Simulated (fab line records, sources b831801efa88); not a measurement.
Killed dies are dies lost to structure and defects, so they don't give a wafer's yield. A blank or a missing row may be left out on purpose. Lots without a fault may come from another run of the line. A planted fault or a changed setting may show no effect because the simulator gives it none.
fab line records | flow sky130 | part 2 of 2: steps 31 to 40 of 40
record lots=5 wafers=15 last_day=49
route steps=708 shown RES_PROTECT@211 POLY_GATE@213 LDD_N@237
lots that met no fault: from a run of the same line without faults
start_h: hours from the record's first day to the start of the lot's first wafer shown | wait_h: hours since the lot's step before | " the same as in the row above | L1.1+2: a row that stands for several wafers | - no value, or no start given | * or withheld: withheld | < > ~ a bound
route shown NAME@n: a module of which the file shows steps, and the number in the route of the first | usual: mean/standard deviation of fault-free wafers | same: alike in all rows | chamber/n: place in a boat | sites: the reading at each site | _std_site: their standard deviation | _edge_site: outer sites' mean less inner sites' | radius_mm: how far each site lies from the wafer's centre | mask NAME#n: copy n | behind: the tool/chamber that last shaped the wafer | hold: why the lot was held/for how many hours/how that ended | device: the transistor (n, p or np) that didn't switch | end of line: the same wafers' tests at the end of the route | a step without rows: its recipe alone | killed: dies lost to structure and defects at the first sort, not the wafer's yield | map: a wafer's dies, x killed, . not, _ none there
set.NAME: the setting as run; set.NAME@STEP: as run at that earlier step | model.NAME: the simulator's own value behind a step, which no gauge read
lots at some steps of the route; a table a step, a row a wafer
services: from which hour (start_h, from the record's first day; less than 0 if before it) a tool's chamber was out of use, for how many hours, and why
## steps
# step SKY_LDD_N_EXPOSE_04
# recipe mask_id=NTM target_cd_nm=840 na=0.6 source_shape=conventional sigma_outer=0.6 dose_mj=110
# columns lot.wafer tool chamber start_h wait_h mask
L074.1+4+5 iline_stepper-01 0 - - NTM#0
L075.1+4+5 iline_stepper-02 0 - - NTM#0
L076.2+3+4 iline_stepper-01 0 - - NTM#0
L091.2+4+6 iline_stepper-01 0 - - NTM#0
L092.2+4+6 iline_stepper-02 0 - - NTM#0
# step SKY_LDD_N_PEB_05
# recipe temp_c=withheld time_s=* resist=NOVOLAK
# columns lot.wafer tool chamber start_h wait_h
L074.1+4+5 litho_track-01 0 - -
L075.1+4+5 litho_track-03 0 - -
L076.2+3+4 litho_track-02 0 - -
L091.2+4+6 litho_track-02 0 - -
L092.2+4+6 litho_track-02 0 - -
# step SKY_LDD_N_DEVELOP_06
# recipe develop_time_s=60 dev_temp_c=23
# columns lot.wafer tool chamber start_h wait_h
L074.1+4+5 litho_track-01 0 394.88 0.1
L075.1+4+5 litho_track-03 0 412.28 0.1
L076.2+3+4 litho_track-02 0 416.47 0.1
L091.2+4+6 litho_track-02 0 556.27 0.1
L092.2+4+6 litho_track-02 0 560.87 0.1
# step SKY_LDD_N_OVL_MEAS_07
# usual LDD_N_OVL=0.5/1.3
# columns lot.wafer tool chamber start_h wait_h LDD_N_OVL[nm]
L074.1 overlay-02 - 395.03 0.1 0.8
L074.4 " - " " -0.2
L074.5 " - " " -1.0
L075.1 overlay-01 - 412.43 0.1 1.2
L075.4 " - " " 2.6
L075.5 " - " " 3.0
L076.2 overlay-01 - 416.60 0.1 0.1
L076.3 " - " " -0.7
L076.4 " - " " -0.8
L091.2 overlay-01 - 556.40 0.1 0.9
L091.4 " - " " 1.4
L091.6 " - " " 2.4
L092.2 overlay-01 - 561.00 0.1 0.3
L092.4 " - " " -0.9
L092.6 " - " " 1.1
# step SKY_LDD_N_IMPLANT_08
# recipe species=As energy_kev=20 dose_cm2=7.5e+13 tilt_deg=withheld rotation_deg=23
# usual dose_ions_cm2=7.499e+13/7.5e+10
# columns lot.wafer tool chamber start_h wait_h dose_ions_cm2
L074.1 implanter-03 0 395.07 0.0 7.495e+13
L074.4 " 0 " " 7.48e+13
L074.5 " 0 " " 7.495e+13
L075.1 implanter-04 0 412.47 0.0 7.496e+13
L075.4 " 0 " " 7.491e+13
L075.5 " 0 " " 7.495e+13
L076.2 implanter-02 0 416.65 0.0 7.499e+13
L076.3 " 0 " " 7.496e+13
L076.4 " 0 " " 7.493e+13
L091.2 implanter-04 0 556.45 0.0 7.506e+13
L091.4 " 0 " " 7.502e+13
L091.6 " 0 " " 7.504e+13
L092.2 implanter-02 0 561.06 0.1 7.5e+13
L092.4 " 0 " " 7.515e+13
L092.6 " 0 " " 7.509e+13
# step SKY_LDD_N_IMPLANT_09
# recipe species=As energy_kev=20 dose_cm2=7.5e+13 tilt_deg=withheld rotation_deg=113
# usual dose_ions_cm2=7.499e+13/8.1e+10
# columns lot.wafer tool chamber start_h wait_h dose_ions_cm2
L074.1 implanter-03 0 395.22 0.1 7.508e+13
L074.4 " 0 " " 7.514e+13
L074.5 " 0 " " 7.5e+13
L075.1 implanter-04 0 412.62 0.1 7.498e+13
L075.4 " 0 " " 7.494e+13
L075.5 " 0 " " 7.493e+13
L076.2 implanter-02 0 416.80 0.1 7.509e+13
L076.3 " 0 " " 7.495e+13
L076.4 " 0 " " 7.509e+13
L091.2 implanter-04 0 556.60 0.1 7.491e+13
L091.4 " 0 " " 7.496e+13
L091.6 " 0 " " 7.502e+13
L092.2 implanter-02 0 561.21 0.1 7.501e+13
L092.4 " 0 " " 7.506e+13
L092.6 " 0 " " 7.503e+13
# step SKY_LDD_N_IMPLANT_10
# recipe species=As energy_kev=20 dose_cm2=7.5e+13 tilt_deg=withheld rotation_deg=203
# usual dose_ions_cm2=7.503e+13/6.8e+10
# columns lot.wafer tool chamber start_h wait_h dose_ions_cm2
L074.1 implanter-03 0 395.37 0.1 7.496e+13
L074.4 " 0 " " 7.499e+13
L074.5 " 0 " " 7.505e+13
L075.1 implanter-04 0 412.77 0.1 7.506e+13
L075.4 " 0 " " 7.515e+13
L075.5 " 0 " " 7.506e+13
L076.2 implanter-02 0 416.95 0.1 7.485e+13
L076.3 " 0 " " 7.501e+13
L076.4 " 0 " " 7.504e+13
L091.2 implanter-04 0 556.75 0.1 7.505e+13
L091.4 " 0 " " 7.505e+13
L091.6 " 0 " " 7.501e+13
L092.2 implanter-02 0 561.36 0.1 7.512e+13
L092.4 " 0 " " 7.504e+13
L092.6 " 0 " " 7.508e+13
# step SKY_LDD_N_IMPLANT_11
# recipe species=As energy_kev=20 dose_cm2=7.5e+13 tilt_deg=withheld rotation_deg=293
# usual dose_ions_cm2=7.497e+13/8.3e+10
# columns lot.wafer tool chamber start_h wait_h dose_ions_cm2
L074.1 implanter-03 0 395.52 0.1 7.483e+13
L074.4 " 0 " " 7.487e+13
L074.5 " 0 " " 7.478e+13
L075.1 implanter-04 0 412.92 0.1 7.492e+13
L075.4 " 0 " " 7.491e+13
L075.5 " 0 " " 7.493e+13
L076.2 implanter-02 0 417.10 0.1 7.489e+13
L076.3 " 0 " " 7.498e+13
L076.4 " 0 " " 7.491e+13
L091.2 implanter-04 0 556.90 0.1 7.499e+13
L091.4 " 0 " " 7.512e+13
L091.6 " 0 " " 7.493e+13
L092.2 implanter-02 0 561.51 0.1 7.492e+13
L092.4 " 0 " " 7.49e+13
L092.6 " 0 " " 7.495e+13
# step SKY_LDD_N_IMPLANT_12
# recipe species=BF2 energy_kev=50 dose_cm2=5e+12 tilt_deg=30 rotation_deg=0
# usual dose_ions_cm2=5e+12/4.9e+09
# columns lot.wafer tool chamber start_h wait_h dose_ions_cm2
L074.1 implanter-03 0 395.67 0.1 4.999e+12
L074.4 " 0 " " 4.993e+12
L074.5 " 0 " " 5.002e+12
L075.1 implanter-04 0 413.07 0.1 5.006e+12
L075.4 " 0 " " 5e+12
L075.5 " 0 " " 4.999e+12
L076.2 implanter-02 0 417.25 0.1 4.992e+12
L076.3 " 0 " " 5.001e+12
L076.4 " 0 " " 4.997e+12
L091.2 implanter-04 0 557.05 0.1 4.997e+12
L091.4 " 0 " " 5.002e+12
L091.6 " 0 " " 4.996e+12
L092.2 implanter-02 0 561.66 0.1 5e+12
L092.4 " 0 " " 4.994e+12
L092.6 " 0 " " 5.004e+12
# step SKY_LDD_N_IMPLANT_13
# recipe species=BF2 energy_kev=50 dose_cm2=5e+12 tilt_deg=30 rotation_deg=90
# usual dose_ions_cm2=5e+12/5.5e+09
# columns lot.wafer tool chamber start_h wait_h dose_ions_cm2
L074.1 implanter-03 0 395.82 0.1 4.997e+12
L074.4 " 0 " " 4.996e+12
L074.5 " 0 " " 5.006e+12
L075.1 implanter-04 0 413.22 0.1 4.995e+12
L075.4 " 0 " " 4.987e+12
L075.5 " 0 " " 4.999e+12
L076.2 implanter-02 0 417.40 0.1 5.008e+12
L076.3 " 0 " " 4.994e+12
L076.4 " 0 " " 5.01e+12
L091.2 implanter-04 0 557.20 0.1 4.999e+12
L091.4 " 0 " " 4.991e+12
L091.6 " 0 " " 5.002e+12
L092.2 implanter-02 0 561.81 0.1 5.003e+12
L092.4 " 0 " " 4.997e+12
L092.6 " 0 " " 4.994e+12
## services
# columns tool chamber start_h hours kind
rie_diel-02 - 308.98 0.2 repair
rie_diel-02 3 310.50 7.9 repair
implanter-04 - 315.38 0.8 repair
wet_bench-04 - 325.16 1.4 repair
implanter-02 - 341.03 1.8 repair
lpcvd-02 - 346.78 0.4 repair
implanter-04 - 349.96 3.3 pm
rie_diel-03 2 366.89 10.1 repair
rie_diel-03 0 379.24 5.6 repair
implanter-02 - 384.42 2.7 repair
rie_si-01 0 395.11 5.7 repair
wet_bench-04 - 401.28 2.6 repair
rie_diel-02 - 402.74 0.2 repair
implanter-04 - 423.11 11.6 repair
plasma_asher-02 - 437.56 1.0 repair
lpcvd-02 - 438.19 6.1 pm
rie_diel-03 0 446.75 5.3 repair
rie_diel-02 2 486.40 5.6 repair
implanter-03 - 494.88 80.7 pm
rie_diel-02 - 497.50 2.3 repair
plasma_asher-02 - 515.58 13.3 repair
implanter-02 - 521.89 2.9 repair
rie_si-01 - 526.39 0.4 repair
implanter-02 - 556.36 4.4 pm
